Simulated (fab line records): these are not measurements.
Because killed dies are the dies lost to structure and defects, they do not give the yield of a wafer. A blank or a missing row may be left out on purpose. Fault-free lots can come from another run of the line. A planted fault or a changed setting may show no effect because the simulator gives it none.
fab line records -- flow gf180mcu
[record] lots = 13, wafers = 39, lastDay = 34
route steps=602 shown V2@385 M3@412
lots that met no fault: from a run of the same line without faults
startH: the number of hours between the record's first day and the start of the first shown wafer of the lot -- waitH: hours since the lot's step before -- " same as the row above -- L1.1+2: a single row standing in for several wafers -- - no value, or no start was given -- * or withheld: withheld -- < > ~ a bound
route shown NAME@n: names a module that has steps shown in the file, with the first one's number in the route -- usual: average and standard deviation across the fault-free wafers -- same: alike in all rows -- chamber/n: place in a boat -- sites: each site's reading -- _std_site: standard deviation across them -- _edge_site: inner sites' mean taken away from outer sites' mean -- radiusMm: how far each site lies from the wafer's centre -- mask NAME#n: copy n -- behind: tool/chamber where the wafer was last shaped -- hold: why the lot went on hold/how many hours it stayed there/how the hold came to an end -- device: the n, p or np transistor that did not switch -- end of line: the same wafers' tests at the end of the route -- step lacking rows: just its recipe -- killed: dies that structure and defects cost at the first sort, which is not the same as the wafer's yield -- map: shows each die of a wafer: x if killed, . if not, _ if none is there
set.NAME: the setting as run; set.NAME@STEP: as run at that earlier step -- model.NAME: the simulator's own value behind a step, which no gauge read
steps of the route over a sample of lots; a table a step, a row a wafer
services: a tool's chamber out of use, with start hour (startH, from the record's first day; less than 0 if before it), hours out, and reason
[[steps]]
[step GF_V2_THK_MEAS_03]
[recipe] reads = SiO2_of_V2_CVD_02
[usual] V2_CVD_02_THK = 853/11
lot.wafer,tool,chamber,startH,waitH,V2_CVD_02_THK[nm]
L948.2,filmMetro-03,-,437.40,0.0,847
L948.4,filmMetro-03,-,437.40,0.0,858
L948.6,filmMetro-03,-,437.40,0.0,852
L949.1,filmMetro-03,-,444.65,0.0,844
L949.2,filmMetro-03,-,444.65,0.0,851
L949.3,filmMetro-03,-,444.65,0.0,843
L950.1,filmMetro-04,-,453.14,0.0,827
L950.3,filmMetro-04,-,453.14,0.0,844
L950.6,filmMetro-04,-,453.14,0.0,860
L951.1,filmMetro-03,-,459.49,0.0,838
L951.3,filmMetro-03,-,459.49,0.0,853
L951.4,filmMetro-03,-,459.49,0.0,866
L953.4,filmMetro-02,-,487.97,0.0,862
L953.5,filmMetro-02,-,487.97,0.0,852
L953.6,filmMetro-02,-,487.97,0.0,860
L956.2,filmMetro-03,-,525.57,0.0,845
L956.3,filmMetro-03,-,525.57,0.0,845
L956.6,filmMetro-03,-,525.57,0.0,868
L962.3,filmMetro-02,-,570.39,0.1,839
L962.5,filmMetro-02,-,570.39,0.1,848
L962.6,filmMetro-02,-,570.39,0.1,850
L963.1,filmMetro-02,-,570.56,0.0,847
L963.2,filmMetro-02,-,570.56,0.0,838
L963.3,filmMetro-02,-,570.56,0.0,839
L965.3,filmMetro-02,-,591.11,0.1,841
L965.4,filmMetro-02,-,591.11,0.1,856
L965.5,filmMetro-02,-,591.11,0.1,862
L968.2,filmMetro-03,-,606.01,0.0,839
L968.3,filmMetro-03,-,606.01,0.0,843
L968.4,filmMetro-03,-,606.01,0.0,844
L967.3,filmMetro-03,-,606.89,0.1,849
L967.4,filmMetro-03,-,606.89,0.1,853
L967.6,filmMetro-03,-,606.89,0.1,851
L969.1,filmMetro-02,-,614.79,0.0,851
L969.5,filmMetro-02,-,614.79,0.0,873
L969.6,filmMetro-02,-,614.79,0.0,859
L971.3,filmMetro-03,-,624.74,0.1,861
L971.5,filmMetro-03,-,624.74,0.1,861
L971.6,filmMetro-03,-,624.74,0.1,858
[step GF_V2_RS_MEAS_24]
[recipe] thkMeasGauge = four-point-probe, reads = W_of_V2_CVD_23+TiN_of_V2_SPUTTER_22+Ti_of_V2_SPUTTER_21
[usual] V2_W_RS = 0.328/0.0048
lot.wafer,tool,chamber,startH,waitH,V2_W_RS[ohm/sq]
L948.2,filmMetro-03,-,463.28,0.1,0.334
L948.4,filmMetro-03,-,463.28,0.1,0.333
L948.6,filmMetro-03,-,463.28,0.1,0.338
L949.1,filmMetro-04,-,469.52,0.1,0.328
L949.2,filmMetro-04,-,469.52,0.1,0.328
L949.3,filmMetro-04,-,469.52,0.1,0.326
L950.1,filmMetro-03,-,478.17,0.1,0.326
L950.3,filmMetro-03,-,478.17,0.1,0.329
L950.6,filmMetro-03,-,478.17,0.1,0.325
L951.1,filmMetro-02,-,484.67,0.1,0.329
L951.3,filmMetro-02,-,484.67,0.1,0.326
L951.4,filmMetro-02,-,484.67,0.1,0.324
L953.4,filmMetro-02,-,512.85,0.1,0.329
L953.5,filmMetro-02,-,512.85,0.1,0.330
L953.6,filmMetro-02,-,512.85,0.1,0.324
L956.2,filmMetro-04,-,549.88,0.1,0.329
L956.3,filmMetro-04,-,549.88,0.1,0.333
L956.6,filmMetro-04,-,549.88,0.1,0.336
L962.3,filmMetro-03,-,593.11,0.1,0.322
L962.5,filmMetro-03,-,593.11,0.1,0.332
L962.6,filmMetro-03,-,593.11,0.1,0.321
L963.1,filmMetro-04,-,594.63,0.1,0.319
L963.2,filmMetro-04,-,594.63,0.1,0.323
L963.3,filmMetro-04,-,594.63,0.1,0.317
L965.3,filmMetro-02,-,612.72,0.2,0.320
L965.4,filmMetro-02,-,612.72,0.2,0.323
L965.5,filmMetro-02,-,612.72,0.2,0.322
L968.2,filmMetro-03,-,627.57,0.1,0.336
L968.3,filmMetro-03,-,627.57,0.1,0.333
L968.4,filmMetro-03,-,627.57,0.1,0.337
L967.3,filmMetro-03,-,628.81,0.1,0.323
L967.4,filmMetro-03,-,628.81,0.1,0.323
L967.6,filmMetro-03,-,628.81,0.1,0.323
L969.1,filmMetro-04,-,636.84,0.1,0.325
L969.5,filmMetro-04,-,636.84,0.1,0.318
L969.6,filmMetro-04,-,636.84,0.1,0.326
L971.3,filmMetro-03,-,646.04,0.1,0.334
L971.5,filmMetro-03,-,646.04,0.1,0.338
L971.6,filmMetro-03,-,646.04,0.1,0.336
[step GF_M3_SPUTTER_03]
[recipe] material = Ti, targetThkNm = 10, substrateTempC = 300, chamberPressurePa = 0.3, powerW = 3000, timeS = 6.7
[usual] chamberPressurePa = 0.3000/0.00052, throttleValvePct = 29.8/1
lot.wafer,tool,chamber,startH,waitH,chamberPressurePa,throttleValvePct
L948.2,pvdSputter-03,-,463.90,0.0,0.2997,29.6
L948.4,pvdSputter-03,-,463.90,0.0,0.2997,31.4
L948.6,pvdSputter-03,-,463.90,0.0,0.3006,29.5
L949.1,pvdSputter-02,-,470.16,0.0,0.3014,30.6
L949.2,pvdSputter-02,-,470.16,0.0,0.3005,31.3
L949.3,pvdSputter-02,-,470.16,0.0,0.3008,29.4
L950.1,pvdSputter-03,-,478.81,0.0,0.3000,30.3
L950.3,pvdSputter-03,-,478.81,0.0,0.2997,29.7
L950.6,pvdSputter-03,-,478.81,0.0,0.2995,31.1
L951.1,pvdSputter-02,-,485.31,0.0,0.3001,29.6
L951.3,pvdSputter-02,-,485.31,0.0,0.3005,31.5
L951.4,pvdSputter-02,-,485.31,0.0,0.3010,29.5
L953.4,pvdSputter-03,-,513.44,0.0,0.3011,29.8
L953.5,pvdSputter-03,-,513.44,0.0,0.2993,28.0
L953.6,pvdSputter-03,-,513.44,0.0,0.3000,29.5
L956.2,pvdSputter-03,-,550.50,0.0,0.3001,29.8
L956.3,pvdSputter-03,-,550.50,0.0,0.2985,30.1
L956.6,pvdSputter-03,-,550.50,0.0,0.2994,30.2
L962.3,pvdSputter-02,-,593.71,0.0,0.2998,31.2
L962.5,pvdSputter-02,-,593.71,0.0,0.3001,29.3
L962.6,pvdSputter-02,-,593.71,0.0,0.3008,30.7
L963.1,pvdSputter-03,-,595.27,0.0,0.3000,29.9
L963.2,pvdSputter-03,-,595.27,0.0,0.3005,30.0
L963.3,pvdSputter-03,-,595.27,0.0,0.3008,28.0
L965.3,pvdSputter-02,-,613.32,0.0,0.3000,29.2
L965.4,pvdSputter-02,-,613.32,0.0,0.2997,29.8
L965.5,pvdSputter-02,-,613.32,0.0,0.2993,29.8
L968.2,pvdSputter-03,-,628.19,0.0,0.3003,30.0
L968.3,pvdSputter-03,-,628.19,0.0,0.2999,27.9
L968.4,pvdSputter-03,-,628.19,0.0,0.3000,30.1
L967.3,pvdSputter-02,-,629.41,0.0,0.2998,29.3
L967.4,pvdSputter-02,-,629.41,0.0,0.2996,29.7
L967.6,pvdSputter-02,-,629.41,0.0,0.3002,30.8
L969.1,pvdSputter-03,-,637.48,0.0,0.2991,31.2
L969.5,pvdSputter-03,-,637.48,0.0,0.3007,29.7
L969.6,pvdSputter-03,-,637.48,0.0,0.2998,27.9
L971.3,pvdSputter-04,-,646.69,0.0,0.2994,28.9
L971.5,pvdSputter-04,-,646.69,0.0,0.2994,30.3
L971.6,pvdSputter-04,-,646.69,0.0,0.2995,29.0
[step GF_M3_EXPOSE_11]
[recipe] maskId = Metal3, targetCdNm = 280, na = 0.68, sourceShape = conventional, sigmaOuter = 0.6, doseMj = 28
[usual] exposureDoseMJCm2 = 27.974/0.028
lot.wafer,tool,chamber,startH,waitH,mask,exposureDoseMJCm2
L948.2,krfScanner-02,0,475.76,-,Metal3#0,28.019
L948.4,krfScanner-02,0,475.76,-,Metal3#0,28.071
L948.6,krfScanner-02,0,475.76,-,Metal3#0,28.013
L949.1,krfScanner-02,0,482.14,-,Metal3#0,28.008
L949.2,krfScanner-02,0,482.14,-,Metal3#0,27.968
L949.3,krfScanner-02,0,482.14,-,Metal3#0,27.935
L950.1,krfScanner-02,0,490.74,-,Metal3#0,27.992
L950.3,krfScanner-02,0,490.74,-,Metal3#0,27.999
L950.6,krfScanner-02,0,490.74,-,Metal3#0,27.971
L951.1,krfScanner-02,0,497.97,-,Metal3#0,28.030
L951.3,krfScanner-02,0,497.97,-,Metal3#0,27.984
L951.4,krfScanner-02,0,497.97,-,Metal3#0,27.948
L953.4,krfScanner-02,0,525.45,-,Metal3#0,27.190
L953.5,krfScanner-02,0,525.45,-,Metal3#0,27.138
L953.6,krfScanner-02,0,525.45,-,Metal3#0,27.155
L956.2,krfScanner-01,0,561.33,-,Metal3#0,27.989
L956.3,krfScanner-01,0,561.33,-,Metal3#0,28.003
L956.6,krfScanner-01,0,561.33,-,Metal3#0,27.958
L962.3,krfScanner-01,0,603.68,-,Metal3#0,27.958
L962.5,krfScanner-01,0,603.68,-,Metal3#0,27.987
L962.6,krfScanner-01,0,603.68,-,Metal3#0,27.958
L963.1,krfScanner-01,0,604.92,-,Metal3#0,27.966
L963.2,krfScanner-01,0,604.92,-,Metal3#0,27.961
L963.3,krfScanner-01,0,604.92,-,Metal3#0,27.929
L965.3,krfScanner-01,0,623.11,-,Metal3#0,27.978
L965.4,krfScanner-01,0,623.11,-,Metal3#0,28.007
L965.5,krfScanner-01,0,623.11,-,Metal3#0,27.951
L968.2,krfScanner-01,0,638.76,-,Metal3#0,27.937
L968.3,krfScanner-01,0,638.76,-,Metal3#0,27.961
L968.4,krfScanner-01,0,638.76,-,Metal3#0,27.945
L967.3,krfScanner-02,0,640.15,-,Metal3#0,27.992
L967.4,krfScanner-02,0,640.15,-,Metal3#0,27.967
L967.6,krfScanner-02,0,640.15,-,Metal3#0,27.973
L969.1,krfScanner-02,0,647.07,-,Metal3#0,27.976
L969.5,krfScanner-02,0,647.07,-,Metal3#0,28.018
L969.6,krfScanner-02,0,647.07,-,Metal3#0,27.996
L971.3,krfScanner-02,0,656.70,-,Metal3#0,27.967
L971.5,krfScanner-02,0,656.70,-,Metal3#0,27.977
L971.6,krfScanner-02,0,656.70,-,Metal3#0,27.985
[step GF_M3_CD_MEAS_14]
[recipe] targetCdNm = 280
[usual] cdNm = 279.7/1.2
lot.wafer,tool,chamber,startH,waitH,hold,cdNm
L948.2,cdSem-01,-,487.84,0.1,-,281.7
L948.4,cdSem-01,-,487.84,0.1,-,282.2
L948.6,cdSem-01,-,487.84,0.1,-,282.3
L949.1,cdSem-01,-,493.64,0.1,-,279.4
L949.2,cdSem-01,-,493.64,0.1,-,279.8
L949.3,cdSem-01,-,493.64,0.1,-,280.0
L950.1,cdSem-01,-,502.52,0.1,-,280.5
L950.3,cdSem-01,-,502.52,0.1,-,280.5
L950.6,cdSem-01,-,502.52,0.1,-,279.6
L951.1,cdSem-01,-,509.39,0.1,-,280.9
L951.3,cdSem-01,-,509.39,0.1,-,279.4
L951.4,cdSem-01,-,509.39,0.1,-,281.6
L953.4,cdSem-01,-,536.60,0.1,awaitDispo/0.2h/release,272.7
L953.5,cdSem-01,-,536.60,0.1,awaitDispo/0.2h/release,243.1
L953.6,cdSem-01,-,536.60,0.1,awaitDispo/0.2h/release,266.3
L953.4,cdSem-01,-,536.88,0.3,-,273.1
L953.5,cdSem-01,-,536.88,0.3,-,243.2
L953.6,cdSem-01,-,536.88,0.3,-,266.8
L956.2,cdSem-02,-,572.36,0.1,-,279.7
L956.3,cdSem-02,-,572.36,0.1,-,280.6
L956.6,cdSem-02,-,572.36,0.1,-,279.4
L962.3,cdSem-02,-,613.55,0.1,-,278.6
L962.5,cdSem-02,-,613.55,0.1,-,280.6
L962.6,cdSem-02,-,613.55,0.1,-,280.7
L963.1,cdSem-02,-,615.64,0.1,-,278.8
L963.2,cdSem-02,-,615.64,0.1,-,278.6
L963.3,cdSem-02,-,615.64,0.1,-,280.3
L965.3,cdSem-01,-,633.58,0.1,-,277.9
L965.4,cdSem-01,-,633.58,0.1,-,278.9
L965.5,cdSem-01,-,633.58,0.1,-,279.9
L968.2,cdSem-02,-,647.96,0.1,-,279.5
L968.3,cdSem-02,-,647.96,0.1,-,278.8
L968.4,cdSem-02,-,647.96,0.1,-,279.0
L967.3,cdSem-02,-,648.93,0.1,-,280.8
L967.4,cdSem-02,-,648.93,0.1,-,279.5
L967.6,cdSem-02,-,648.93,0.1,-,279.4
L969.1,cdSem-01,-,656.79,0.1,-,278.6
L969.5,cdSem-01,-,656.79,0.1,-,278.5
L969.6,cdSem-01,-,656.79,0.1,-,279.3
L971.3,cdSem-02,-,666.39,0.2,-,281.0
L971.5,cdSem-02,-,666.39,0.2,-,279.8
L971.6,cdSem-02,-,666.39,0.2,-,280.1
[[services]]
tool,chamber,startH,hours,kind
krfScanner-02,-,446.23,4.0,pm
pvdSputter-03,-,467.03,0.5,repair
krfScanner-01,0,471.74,-,calibration
pvdSputter-03,1,497.77,-,consumableReplace:kit
pvdSputter-03,1,497.77,18.0,scheduledDown
pvdSputter-03,1,497.77,18.0,ventCycle
krfScanner-02,-,505.25,1.0,pm
krfScanner-01,-,512.59,1.3,pm
pvdSputter-02,-,522.77,19.7,repair
pvdSputter-04,-,538.31,1.2,repair
krfScanner-02,-,538.77,1.3,pm
krfScanner-02,-,540.07,0.8,pm
krfScanner-01,-,547.61,0.8,pm
krfScanner-02,0,573.83,-,calibration
pvdSputter-04,-,576.79,2.1,repair
pvdSputter-03,-,580.09,2.6,repair
krfScanner-01,-,587.74,1.0,pm
pvdSputter-03,0,601.88,-,consumableReplace:kit
pvdSputter-03,0,601.88,18.0,scheduledDown
pvdSputter-03,0,601.88,18.0,ventCycle
pvdSputter-04,-,620.05,12.9,repair
krfScanner-01,-,628.69,0.3,repair
krfScanner-02,-,636.83,0.6,repair
krfScanner-02,-,647.83,4.4,pm
[[key]]
[firstSign] step = GF_M3_EXPOSE_11, reading = exposureDoseMJCm2, direction = down, sigmas = 29, usual = 27.974, struck = 27.161
[effect] step = GF_M3_CD_MEAS_14, reading = visit, direction = added, through = controlLoop
[effect] step = GF_M3_CD_MEAS_14, reading = cdNm, direction = down, sigmas = 15, usual = 279.7, struck = 260.7, through = controlLoop
metAt GF_M3_EXPOSE_11
struckLots L953
sortLeftOut L953.4,L953.5,L953.6
[loopTrim] step = GF_M3_EXPOSE_11, setting = dose, lots = L953
notActingAt GF_V2_THK_MEAS_03,GF_V2_RS_MEAS_24,GF_M3_SPUTTER_03
onsetBetween 497.97 525.45
[fault] kind = processParameterDrift, tool = krfScanner-02, chamber = -, onsetH = 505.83, steps = GF_M3_EXPOSE_11, channel = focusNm, offset = 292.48, spreadByWafer = 0.3, shape = step, endH = 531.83
// sortLeftOut: the simulated sort isn't trusted on such a fault, so these wafers' sort isn't shown, and their yield isn't known
// loopTrim: a control loop set the setting to another value than it would have without faults
